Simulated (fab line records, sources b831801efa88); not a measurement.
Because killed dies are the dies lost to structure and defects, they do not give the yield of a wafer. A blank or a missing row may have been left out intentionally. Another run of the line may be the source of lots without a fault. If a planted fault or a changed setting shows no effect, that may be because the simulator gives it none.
Matching of chambers -- flow sky130 -- 3 sister chambers for SKY_CAP2M_CVD_00 on pecvd-02
The step deposits SiO2, target thk 15.5 nm. 3 wafers are shown with their chamber, then 9 later ones without.

WAFERS PAIRED WITH THEIR CHAMBERS
wafer,chamber,heater_power_w (W)
L087.5,0,789
L088.4,2,814
L088.5,1,664

WAFERS WHOSE CHAMBER IS MISSING
wafer,heater_power_w (W)
L092.3,757
L092.4,750
L092.5,834
L096.1,808
L096.2,808
L096.5,800
L097.2,851
L097.4,836
L097.6,719

CHAMBER TAKEN BY EACH
wafer,from the rows above,in truth
L092.3,can't be placed: 0 or 2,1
L092.4,can't be placed: 0 or 2 or 1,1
L092.5,can't be placed: 2 or 0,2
L096.1,can't be placed: 2 or 0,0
L096.2,can't be placed: 2 or 0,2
L096.5,can't be placed: 0 or 2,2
L097.2,can't be placed: 2 or 0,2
L097.4,can't be placed: 2 or 0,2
L097.6,can't be placed: 1 or 0 or 2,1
0 of 9 placed correctly. These rows do not allow placing 9 (true chamber among the candidates in 8). Wrongly placed: 0.
How it was worked out, from the rows above alone: a wafer's distance from a chamber is the root of the sum, over the readings, of the square of ((its reading less the chamber's mean) divided by the reading's scatter). If the next closest chamber is less than 2 further off than the closest, the wafer can't be placed; otherwise it belongs to the closest. A chamber's mean is the mean of its shown wafers. The scatter (one wafer shown for each chamber): square how far every hidden wafer sits from the nearest shown wafer, average those squares and take the square root.
